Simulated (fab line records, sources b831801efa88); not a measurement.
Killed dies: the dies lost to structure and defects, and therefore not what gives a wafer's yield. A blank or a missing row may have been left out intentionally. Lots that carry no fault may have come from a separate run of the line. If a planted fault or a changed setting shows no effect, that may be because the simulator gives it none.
fab line records	flow gf180mcu
[record] lots = 24	wafers = 72	last-day = 34
route steps=602 shown V2@406 M3@423 V3@454 M5@537 V5@563
lots with no fault: from the same line, run without faults
start-h: hours from the record's first day to the start of the lot's first wafer shown	wait-h: hours elapsed since this lot's preceding step	" repeats the value in the row above	L1.1+2: a row that stands for several wafers	- no value present, or no start provided	* or withheld: withheld	< > ~ a bound
route shown NAME@n: a module of which the file shows steps, and the number in the route of the first	usual: mean and standard deviation over wafers with no fault	same: alike in all rows	chamber/n: place in a boat	sites: per-site readings	_std_site: standard deviation across them	_edge_site: outer sites' mean less inner sites'	radius-mm: how far each site lies from the wafer's centre	mask NAME#n: copy n	behind: tool/chamber where the wafer was last shaped	hold: why the lot was held/for how many hours/how that ended	device: whichever transistor did not switch (one of n, p or np)	end of line: the tests these same wafers got at the end of their route	step lacking rows: just its recipe	killed: at the first sort, the dies lost to defects and structure; wafer yield is something else	map: a wafer's dies, marking killed ones x, the rest . and places with no die _
set.NAME: the setting as run; set.NAME@STEP: as run at that earlier step	model.NAME: the simulator's own value behind a step, which no gauge read
one table for each step of the route and one row for each wafer, over a sample of lots
services: a tool's chamber out of use, with start hour (start-h, from the record's first day; less than 0 if before it), hours out, and reason
[[steps]]
[step GF_V2_RS_MEAS_24]
[recipe] thk-meas-gauge = four-point-probe	reads = W_of_V2_CVD_23+TiN_of_V2_SPUTTER_22+Ti_of_V2_SPUTTER_21
[usual] V2_W_RS = 0.3295/0.003
lot.wafer	tool	chamber	start-h	wait-h	V2_W_RS[ohm/sq]
L074.3	film-metro-02	-	467.26	0.1	0.3298
L074.5	"	-	"	"	0.3284
L074.6	"	-	"	"	0.3261
L075.2	film-metro-01	-	475.24	0.1	0.3319
L075.5	"	-	"	"	0.3337
L075.6	"	-	"	"	0.3235
L076.2	film-metro-02	-	477.78	0.1	0.3293
L076.3	"	-	"	"	0.3311
L076.6	"	-	"	"	0.3274
L077.1	film-metro-01	-	488.61	0.1	0.3241
L077.4	"	-	"	"	0.3174
L077.5	"	-	"	"	0.3226
L078.2	film-metro-02	-	491.82	0.1	0.3288
L078.3	"	-	"	"	0.3278
L078.4	"	-	"	"	0.3292
L080.1	film-metro-01	-	523.90	0.1	0.3317
L080.3	"	-	"	"	0.3262
L080.4	"	-	"	"	0.3298
L079.1	film-metro-01	-	526.44	0.1	0.3285
L079.2	"	-	"	"	0.3297
L079.5	"	-	"	"	0.3310
L081.1	film-metro-02	-	529.37	0.1	0.3354
L081.2	"	-	"	"	0.3275
L081.3	"	-	"	"	0.3337
L082.1	film-metro-01	-	534.43	0.1	0.3338
L082.4	"	-	"	"	0.3313
L082.6	"	-	"	"	0.3303
L083.3	film-metro-01	-	551.95	0.1	0.3297
L083.4	"	-	"	"	0.3291
L083.6	"	-	"	"	0.3260
L085.1	film-metro-01	-	558.04	0.1	0.3279
L085.3	"	-	"	"	0.3339
L085.4	"	-	"	"	0.3280
L084.1	film-metro-03	-	559.46	0.1	0.3283
L084.3	"	-	"	"	0.3311
L084.5	"	-	"	"	0.3256
L086.1	film-metro-01	-	563.83	0.1	0.3292
L086.4	"	-	"	"	0.3305
L086.5	"	-	"	"	0.3277
L087.1	film-metro-01	-	567.33	0.1	0.3283
L087.3	"	-	"	"	0.3311
L087.4	"	-	"	"	0.3298
L088.3	film-metro-01	-	585.54	0.1	0.3333
L088.4	"	-	"	"	0.3298
L088.6	"	-	"	"	0.3279
L090.1	film-metro-02	-	601.38	0.2	0.3291
L090.4	"	-	"	"	0.3295
L090.6	"	-	"	"	0.3302
L089.1	film-metro-03	-	602.10	0.1	0.3279
L089.3	"	-	"	"	0.3299
L089.5	"	-	"	"	0.3314
L091.3	film-metro-01	-	618.04	0.1	0.3318
L091.4	"	-	"	"	0.3311
L091.6	"	-	"	"	0.3310
L092.2	film-metro-02	-	619.02	0.1	0.3302
L092.3	"	-	"	"	0.3278
L092.6	"	-	"	"	0.3298
L093.1	film-metro-03	-	619.54	0.1	0.3281
L093.2	"	-	"	"	0.3289
L093.5	"	-	"	"	0.3316
L094.2	film-metro-02	-	640.15	0.1	0.3290
L094.3	"	-	"	"	0.3307
L094.6	"	-	"	"	0.3282
L096.1	film-metro-02	-	644.14	0.1	0.3299
L096.2	"	-	"	"	0.3287
L096.6	"	-	"	"	0.3298
L095.1	film-metro-03	-	645.97	0.1	0.3323
L095.3	"	-	"	"	0.3310
L095.4	"	-	"	"	0.3319
L097.1	film-metro-03	-	651.64	0.1	0.3296
L097.5	"	-	"	"	0.3331
L097.6	"	-	"	"	0.3357
[step GF_M3_CD_MEAS_14]
[recipe] target-cd-nm = 280
[usual] cd-nm = 280.0/1.4
lot.wafer	tool	chamber	start-h	wait-h	cd-nm
L074.3	cd-sem-01	-	491.72	0.1	282.8
L074.5	"	-	"	"	282.8
L074.6	"	-	"	"	281.9
L075.2	cd-sem-02	-	499.97	0.1	280.6
L075.5	"	-	"	"	279.7
L075.6	"	-	"	"	279.2
L076.2	cd-sem-01	-	502.45	0.1	277.4
L076.3	"	-	"	"	277.1
L076.6	"	-	"	"	276.6
L077.1	cd-sem-02	-	512.33	0.1	280.0
L077.4	"	-	"	"	279.2
L077.5	"	-	"	"	279.7
L078.2	cd-sem-02	-	516.09	0.1	281.7
L078.3	"	-	"	"	282.1
L078.4	"	-	"	"	282.8
L080.1	cd-sem-01	-	547.15	0.1	279.6
L080.3	"	-	"	"	280.8
L080.4	"	-	"	"	278.0
L079.1	cd-sem-02	-	549.77	0.1	279.7
L079.2	"	-	"	"	280.7
L079.5	"	-	"	"	278.9
L081.1	cd-sem-02	-	552.33	0.1	280.0
L081.2	"	-	"	"	280.2
L081.3	"	-	"	"	279.8
L082.1	cd-sem-01	-	557.35	0.1	281.1
L082.4	"	-	"	"	280.8
L082.6	"	-	"	"	280.3
L083.3	cd-sem-01	-	574.62	0.1	279.6
L083.4	"	-	"	"	280.4
L083.6	"	-	"	"	280.8
L085.1	cd-sem-01	-	580.35	0.1	279.7
L085.3	"	-	"	"	279.8
L085.4	"	-	"	"	278.7
L084.1	cd-sem-02	-	581.90	0.1	282.2
L084.3	"	-	"	"	282.8
L084.5	"	-	"	"	282.9
L086.1	cd-sem-02	-	585.63	0.1	279.6
L086.4	"	-	"	"	279.1
L086.5	"	-	"	"	279.5
L087.1	cd-sem-02	-	589.55	0.1	279.6
L087.3	"	-	"	"	281.2
L087.4	"	-	"	"	281.3
L088.3	cd-sem-02	-	606.62	0.1	279.3
L088.4	"	-	"	"	279.4
L088.6	"	-	"	"	278.3
L090.1	cd-sem-02	-	621.72	0.1	280.2
L090.4	"	-	"	"	280.7
L090.6	"	-	"	"	280.4
L089.1	cd-sem-02	-	624.42	0.1	278.7
L089.3	"	-	"	"	279.3
L089.5	"	-	"	"	279.6
L091.3	cd-sem-02	-	638.44	0.1	280.7
L091.4	"	-	"	"	279.4
L091.6	"	-	"	"	280.6
L092.2	cd-sem-01	-	639.70	0.1	279.4
L092.3	"	-	"	"	279.0
L092.6	"	-	"	"	277.7
L093.1	cd-sem-02	-	640.03	0.1	280.6
L093.2	"	-	"	"	281.3
L093.5	"	-	"	"	281.7
L094.2	cd-sem-02	-	660.14	0.1	277.5
L094.3	"	-	"	"	277.2
L094.6	"	-	"	"	277.3
L096.1	cd-sem-01	-	665.30	0.1	281.2
L096.2	"	-	"	"	281.3
L096.6	"	-	"	"	281.8
L095.1	cd-sem-01	-	665.65	0.1	280.9
L095.3	"	-	"	"	281.0
L095.4	"	-	"	"	280.7
L097.1	cd-sem-01	-	671.45	0.1	278.2
L097.5	"	-	"	"	279.3
L097.6	"	-	"	"	278.5
[step GF_M3_OVL_MEAS_15]
[usual] M3_OVL = -4/5.8
lot.wafer	tool	chamber	start-h	wait-h	M3_OVL[nm]
L074.3	overlay-02	-	491.81	0.1	1
L074.5	"	-	"	"	9
L074.6	"	-	"	"	0
L075.2	overlay-02	-	500.08	0.1	-4
L075.5	"	-	"	"	-6
L075.6	"	-	"	"	-14
L076.2	overlay-02	-	502.56	0.1	-7
L076.3	"	-	"	"	-3
L076.6	"	-	"	"	-6
L077.1	overlay-02	-	512.45	0.1	4
L077.4	"	-	"	"	0
L077.5	"	-	"	"	-10
L078.2	overlay-01	-	516.20	0.1	6
L078.3	"	-	"	"	-7
L078.4	"	-	"	"	1
L080.1	overlay-02	-	547.27	0.1	0
L080.3	"	-	"	"	-6
L080.4	"	-	"	"	1
L079.1	overlay-01	-	549.89	0.1	-3
L079.2	"	-	"	"	-5
L079.5	"	-	"	"	-3
L081.1	overlay-01	-	552.45	0.1	-20
L081.2	"	-	"	"	-13
L081.3	"	-	"	"	-11
L082.1	overlay-01	-	557.47	0.1	-3
L082.4	"	-	"	"	3
L082.6	"	-	"	"	0
L083.3	overlay-02	-	574.71	0.1	2
L083.4	"	-	"	"	-4
L083.6	"	-	"	"	-4
L085.1	overlay-02	-	580.47	0.1	2
L085.3	"	-	"	"	-1
L085.4	"	-	"	"	1
L084.1	overlay-01	-	582.02	0.1	-14
L084.3	"	-	"	"	-16
L084.5	"	-	"	"	-11
L086.1	overlay-01	-	585.75	0.1	-16
L086.4	"	-	"	"	-13
L086.5	"	-	"	"	-12
L087.1	overlay-01	-	589.67	0.1	9
L087.3	"	-	"	"	7
L087.4	"	-	"	"	-3
L088.3	overlay-02	-	606.71	0.1	-2
L088.4	"	-	"	"	-8
L088.6	"	-	"	"	-6
L090.1	overlay-01	-	621.84	0.1	-2
L090.4	"	-	"	"	1
L090.6	"	-	"	"	5
L089.1	overlay-02	-	624.54	0.1	0
L089.3	"	-	"	"	-2
L089.5	"	-	"	"	-1
L091.3	overlay-01	-	638.53	0.1	-1
L091.4	"	-	"	"	-13
L091.6	"	-	"	"	-8
L092.2	overlay-02	-	639.81	0.1	-5
L092.3	"	-	"	"	-9
L092.6	"	-	"	"	-5
L093.1	overlay-01	-	640.15	0.1	-6
L093.2	"	-	"	"	2
L093.5	"	-	"	"	-9
L094.2	overlay-02	-	660.25	0.1	-5
L094.3	"	-	"	"	-4
L094.6	"	-	"	"	5
L096.1	overlay-01	-	665.42	0.1	-1
L096.2	"	-	"	"	-3
L096.6	"	-	"	"	2
L095.1	overlay-01	-	665.77	0.1	-11
L095.3	"	-	"	"	-5
L095.4	"	-	"	"	1
L097.1	overlay-01	-	671.57	0.1	-3
L097.5	"	-	"	"	-1
L097.6	"	-	"	"	-1
[step GF_V3_THK_MEAS_25]
[recipe] thk-meas-gauge = xrf	reads = W_of_V3_CVD_23
[usual] V3_W_THK = 355/4.1
lot.wafer	tool	chamber	start-h	wait-h	V3_W_THK[nm]
L074.3	film-metro-02	-	518.64	0.1	363
L074.5	"	-	"	"	359
L074.6	"	-	"	"	365
L075.2	film-metro-04	-	525.38	0.1	353
L075.5	"	-	"	"	354
L075.6	"	-	"	"	355
L076.2	film-metro-04	-	528.09	0.1	356
L076.3	"	-	"	"	351
L076.6	"	-	"	"	356
L077.1	film-metro-03	-	537.53	0.1	357
L077.4	"	-	"	"	359
L077.5	"	-	"	"	355
L078.2	film-metro-02	-	541.29	0.1	355
L078.3	"	-	"	"	352
L078.4	"	-	"	"	353
L080.1	film-metro-02	-	572.09	0.1	361
L080.3	"	-	"	"	359
L080.4	"	-	"	"	359
L079.1	film-metro-02	-	574.32	0.1	367
L079.2	"	-	"	"	356
L079.5	"	-	"	"	355
L081.1	film-metro-02	-	576.95	0.1	356
L081.2	"	-	"	"	354
L081.3	"	-	"	"	351
L082.1	film-metro-03	-	581.79	0.1	349
L082.4	"	-	"	"	351
L082.6	"	-	"	"	350
L083.3	film-metro-03	-	598.35	0.1	357
L083.4	"	-	"	"	358
L083.6	"	-	"	"	357
L085.1	film-metro-03	-	604.06	0.1	355
L085.3	"	-	"	"	362
L085.4	"	-	"	"	351
L084.1	film-metro-02	-	605.71	0.1	359
L084.3	"	-	"	"	355
L084.5	"	-	"	"	353
L086.1	film-metro-02	-	609.31	0.1	362
L086.4	"	-	"	"	357
L086.5	"	-	"	"	354
L087.1	film-metro-04	-	612.12	0.1	356
L087.3	"	-	"	"	353
L087.4	"	-	"	"	354
L088.3	film-metro-03	-	629.25	0.1	351
L088.4	"	-	"	"	357
L088.6	"	-	"	"	352
L090.1	film-metro-04	-	643.69	0.1	351
L090.4	"	-	"	"	350
L090.6	"	-	"	"	346
L089.1	film-metro-03	-	646.68	0.1	356
L089.3	"	-	"	"	351
L089.5	"	-	"	"	357
L091.3	film-metro-04	-	660.90	0.1	353
L091.4	"	-	"	"	353
L091.6	"	-	"	"	356
L092.2	film-metro-02	-	661.92	0.1	360
L092.3	"	-	"	"	366
L092.6	"	-	"	"	358
L093.1	film-metro-04	-	662.23	0.1	352
L093.2	"	-	"	"	352
L093.5	"	-	"	"	352
L094.2	film-metro-02	-	682.04	0.1	356
L094.3	"	-	"	"	358
L094.6	"	-	"	"	359
L096.1	film-metro-03	-	687.03	0.1	358
L096.2	"	-	"	"	350
L096.6	"	-	"	"	355
L095.1	film-metro-03	-	687.41	0.1	353
L095.3	"	-	"	"	359
L095.4	"	-	"	"	353
L097.1	film-metro-03	-	692.85	0.1	353
L097.5	"	-	"	"	354
L097.6	"	-	"	"	357
[step GF_M5_STRIP_11]
[recipe] chemistry = O2/N2	power-w = 1400	pressure-mtorr = 1500	platen-temp-c = 250	o2-flow-sccm = 3000	n2-flow-sccm = 300	overash-fraction = 0.5
[usual] drypump-motor-current-A = 5.8/0.31	heater-power-w = 343/16	oes-product-au = 0.524/0.005	strip-time-to-endpoint-s = 7.05/0.044
lot.wafer	tool	chamber	start-h	wait-h	drypump-motor-current-A	heater-power-w	oes-product-au	rf-hours-counter-h	strip-time-to-endpoint-s
L074.3	plasma-asher-02	0	609.76	0.1	6.2	336	0.528	-	7.09
L074.5	"	0	"	"	6.2	335	0.532	-	7.11
L074.6	"	1	"	"	5.7	320	0.528	-	7.08
L075.2	plasma-asher-02	0	616.64	0.1	6.2	339	0.526	88	7.12
L075.5	"	0	"	"	6.2	339	0.528	-	7.05
L075.6	"	1	"	"	5.7	324	0.523	-	7.07
L076.2	plasma-asher-01	1	619.03	0.1	5.7	355	0.523	96	6.96
L076.3	"	1	"	"	5.7	350	0.517	-	7.00
L076.6	"	0	"	"	6.1	331	0.516	-	6.94
L077.1	plasma-asher-03	1	626.69	0.1	5.4	341	0.524	51	7.06
L077.4	"	1	"	"	5.4	344	0.531	-	7.07
L077.5	"	1	"	"	5.4	341	0.534	-	7.07
L078.2	plasma-asher-02	1	629.38	0.1	5.6	321	0.522	89	6.99
L078.3	"	0	"	"	6.2	343	0.523	-	7.02
L078.4	"	1	"	"	5.7	334	0.518	-	7.01
L080.1	plasma-asher-02	0	658.13	0.1	6.2	344	0.530	93	7.08
L080.3	"	0	"	"	6.2	340	0.520	-	7.09
L080.4	"	1	"	"	5.7	318	0.520	-	7.05
L079.1	plasma-asher-01	1	659.73	0.1	5.7	351	0.533	101	7.11
L079.2	"	0	"	"	6.1	320	0.517	101	7.04
L079.5	"	0	"	"	6.1	324	0.534	-	7.07
L081.1	plasma-asher-03	0	663.58	0.2	6.0	366	0.525	54	7.06
L081.2	"	1	"	"	5.3	332	0.530	54	7.10
L081.3	"	0	"	"	6.0	374	0.523	-	7.09
L082.1	plasma-asher-03	1	668.67	0.2	5.4	340	0.529	54	7.05
L082.4	"	0	"	"	6.0	362	0.527	-	7.07
L082.6	"	0	"	"	6.0	375	0.519	-	7.05
L083.3	plasma-asher-02	1	683.57	0.1	5.7	324	0.524	-	7.08
L083.4	"	0	"	"	6.2	340	0.531	-	7.07
L083.6	"	1	"	"	5.7	327	0.528	-	7.00
L085.1	plasma-asher-03	0	687.36	0.2	6.0	368	0.523	56	7.07
L085.3	"	0	"	"	6.0	370	0.529	-	7.06
L085.4	"	1	"	"	5.3	337	0.525	-	7.06
L084.1	plasma-asher-02	0	689.03	0.1	6.2	335	0.530	96	7.11
L084.3	"	0	"	"	6.2	344	0.524	-	7.04
L084.5	"	1	"	"	5.7	320	0.518	-	7.06
L086.1	plasma-asher-03	0	692.47	0.2	6.0	372	0.528	57	7.04
L086.4	"	1	"	"	5.3	331	0.529	-	7.06
L086.5	"	0	"	"	6.0	370	0.518	-	7.07
L087.1	plasma-asher-03	0	694.08	0.1	6.0	367	0.523	57	7.02
L087.3	"	1	"	"	5.4	342	0.518	-	7.01
L087.4	"	0	"	"	6.0	360	0.524	-	7.05
L088.3	plasma-asher-02	1	710.52	0.1	5.7	323	0.523	-	7.06
L088.4	"	0	"	"	6.2	342	0.523	-	7.02
L088.6	"	0	"	"	6.2	342	0.523	-	7.00
L090.1	plasma-asher-03	1	723.34	0.1	5.3	333	0.520	60	7.00
L090.4	"	1	"	"	5.3	351	0.525	-	7.05
L090.6	"	1	"	"	5.3	339	0.520	-	6.97
L089.1	plasma-asher-01	1	726.29	0.1	5.6	362	0.533	107	7.04
L089.3	"	0	"	"	6.1	330	0.520	-	7.06
L089.5	"	0	"	"	6.1	323	0.521	-	6.90
L091.3	plasma-asher-03	0	738.20	0.2	6.0	367	0.528	-	7.04
L091.4	"	1	"	"	5.3	336	0.513	-	7.04
L091.6	"	1	"	"	5.3	335	0.515	-	7.02
L092.2	plasma-asher-03	0	739.29	0.1	6.0	371	0.522	62	7.14
L092.3	"	0	"	"	6.0	379	0.528	-	7.09
L092.6	"	0	"	"	6.0	365	0.531	-	7.05
L093.1	plasma-asher-03	1	739.64	0.1	5.3	342	0.530	62	7.09
L093.2	"	0	"	"	6.0	365	0.535	62	7.13
L093.5	"	1	"	"	5.4	332	0.525	-	7.05
L094.2	plasma-asher-01	1	756.53	0.1	5.6	355	0.518	1	7.05
L094.3	"	1	"	"	5.6	342	0.526	-	7.04
L094.6	"	1	"	"	5.6	352	0.525	-	7.10
L096.1	plasma-asher-01	1	761.73	0.1	5.6	362	0.523	2	7.08
L096.2	"	0	"	"	6.1	329	0.532	2	7.09
L096.6	"	1	"	"	5.6	351	0.523	-	7.03
L095.1	plasma-asher-01	0	762.43	0.1	6.1	329	0.519	2	6.99
L095.3	"	0	"	"	6.1	331	0.523	-	6.98
L095.4	"	1	"	"	5.6	353	0.506	-	6.98
L097.1	plasma-asher-02	1	766.08	0.1	5.7	325	0.521	104	7.05
L097.5	"	1	"	"	5.7	323	0.527	-	7.02
L097.6	"	0	"	"	6.2	341	0.532	-	7.03
[step GF_V5_CVD_23]
[recipe] material = W	target-thk-nm = 350	time-s = 104.9	temp-c = 400	pressure-torr = 40
[usual] heater-power-w = 852/82
lot.wafer	tool	chamber	start-h	wait-h	heater-power-w
L074.3	cvd-w-01	0	632.31	0.1	971
L074.5	"	1	"	"	782
L074.6	"	0	"	"	964
L075.2	cvd-w-01	1	638.34	0.0	801
L075.5	"	0	"	"	967
L075.6	"	1	"	"	805
L076.2	cvd-w-02	0	641.35	0.0	775
L076.3	"	1	"	"	813
L076.6	"	1	"	"	807
L077.1	cvd-w-02	1	649.01	0.0	845
L077.4	"	0	"	"	772
L077.5	"	1	"	"	845
L078.2	cvd-w-02	1	651.92	0.0	818
L078.3	"	0	"	"	763
L078.4	"	1	"	"	835
L080.1	cvd-w-01	0	679.40	0.0	984
L080.3	"	0	"	"	986
L080.4	"	1	"	"	770
L079.1	cvd-w-01	0	681.17	0.0	974
L079.2	"	1	"	"	796
L079.5	"	1	"	"	796
L081.1	cvd-w-02	0	684.58	0.0	766
L081.2	"	1	"	"	798
L081.3	"	1	"	"	812
L082.1	cvd-w-02	1	689.89	0.0	791
L082.4	"	0	"	"	779
L082.6	"	1	"	"	816
L083.3	cvd-w-01	1	704.33	0.1	803
L083.4	"	0	"	"	971
L083.6	"	1	"	"	812
L085.1	cvd-w-01	0	708.02	0.0	986
L085.3	"	0	"	"	976
L085.4	"	1	"	"	819
L084.1	cvd-w-01	1	709.50	0.0	818
L084.3	"	1	"	"	811
L084.5	"	1	"	"	798
L086.1	cvd-w-01	0	712.77	0.0	961
L086.4	"	0	"	"	948
L086.5	"	0	"	"	980
L087.1	cvd-w-02	0	713.58	0.0	780
L087.3	"	1	"	"	822
L087.4	"	0	"	"	783
L088.3	cvd-w-01	1	730.47	0.1	808
L088.4	"	0	"	"	968
L088.6	"	1	"	"	800
L090.1	cvd-w-02	1	742.82	0.0	830
L090.4	"	0	"	"	782
L090.6	"	0	"	"	771
L089.1	cvd-w-01	1	745.42	0.0	785
L089.3	"	1	"	"	809
L089.5	"	1	"	"	817
L091.3	cvd-w-02	0	756.76	0.1	774
L091.4	"	1	"	"	825
L091.6	"	1	"	"	815
L092.2	cvd-w-01	0	757.82	0.0	994
L092.3	"	0	"	"	976
L092.6	"	1	"	"	806
L093.1	cvd-w-02	1	758.14	0.0	823
L093.2	"	0	"	"	774
L093.5	"	0	"	"	787
L094.2	cvd-w-01	1	774.32	0.0	782
L094.3	"	1	"	"	797
L094.6	"	1	"	"	792
L096.1	cvd-w-02	1	779.82	0.0	841
L096.2	"	0	"	"	775
L096.6	"	1	"	"	829
L095.1	cvd-w-01	0	781.21	0.0	983
L095.3	"	0	"	"	998
L095.4	"	1	"	"	799
L097.1	cvd-w-01	1	783.97	0.0	809
L097.5	"	0	"	"	988
L097.6	"	1	"	"	817
[[services]]
tool	chamber	start-h	hours	kind
cvd-w-01	0	593.78	10.0	repair
cvd-w-01	-	609.20	14.6	pm
cvd-w-02	-	623.80	14.6	pm
plasma-asher-03	-	634.90	6.2	pm
cvd-w-02	-	644.96	0.3	repair
cvd-w-01	-	649.58	6.9	pm
plasma-asher-01	-	733.75	9.0	pm
plasma-asher-01	0	733.75	9.0	vent-cycle
plasma-asher-01	1	733.75	9.0	vent-cycle
cvd-w-01	-	735.54	1.5	repair
plasma-asher-01	0	742.75	-	clean
plasma-asher-01	1	742.75	-	clean
[[key]]
fault none
